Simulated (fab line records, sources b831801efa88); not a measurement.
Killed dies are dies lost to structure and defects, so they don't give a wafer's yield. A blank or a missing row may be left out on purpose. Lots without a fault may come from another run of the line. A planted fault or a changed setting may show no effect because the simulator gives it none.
Which tool did it? | flow gf180mcu | 7 lots, 21 wafers sampled, at 2 steps of a route of 602

WHAT THE GAUGES READ, wafer by wafer
GF_VT_IMPLANT_RS_MEAS_48: measures by four-point-probe.
lot  | measured     | on            | LVPWELL_RS (ohm/sq)
L995 | day 7 20:13  | film_metro-01 | 1196 1197 1196
L997 | day 8 07:56  | film_metro-02 | 1197 1196 1197
L999 | day 8 22:02  | film_metro-01 | 1200 1204 1201
L103 | day 10 01:42 | film_metro-04 | 1155 1157 1156
L107 | day 11 08:05 | film_metro-02 | 1155 1156 1156
L115 | day 13 14:26 | film_metro-02 | 1194 1189 1194
L117 | day 14 05:01 | film_metro-04 | 1200 1196 1202

WHICH TOOL RAN EACH LOT (tool, then ch and the chambers of the sampled wafers, then the start)
lot  | GF_LVPWELL_IMPLANT_09
L995 | implanter-04 ch 0, day 4 03:31
L997 | implanter-01 ch 0, day 4 12:29
L999 | implanter-04 ch 0, day 4 22:29
L103 | implanter-03 ch 0, day 5 22:42
L107 | implanter-03 ch 0, day 6 22:59
L115 | implanter-01 ch 0, day 8 19:08
L117 | implanter-03 ch 0, day 9 06:47
- GF_LVPWELL_IMPLANT_09

THE ANSWER, worked out from the rows above alone
Rule: what is usual is taken from the lots themselves. Put in order of their means at a reading, lots are off if they are a third of the lots or fewer, leave a main group of 4 or more, and stand apart from it by a gap of 3 or more times the standard deviation of the main group's means; of several such gaps the widest counts. A main group whose means are all the same, to the digits that the tables above print for the reading, isn't used. A lot without any number at a reading at which 4 lots or more have one is off too. The other lots that the step has rows for count as sound.
Off: L103, L107, at GF_VT_IMPLANT_RS_MEAS_48 (LVPWELL_RS). The main group: mean 1197 ohm/sq, standard deviation 3.1.
A tool fits if, at a process step before that reading, it ran every lot that is off, and no sound lot after the first of them. The gauges at GF_VT_IMPLANT_RS_MEAS_48 are tried like those tools. None of those tried fits.

WHAT THE SIMULATOR HAD PUT IN
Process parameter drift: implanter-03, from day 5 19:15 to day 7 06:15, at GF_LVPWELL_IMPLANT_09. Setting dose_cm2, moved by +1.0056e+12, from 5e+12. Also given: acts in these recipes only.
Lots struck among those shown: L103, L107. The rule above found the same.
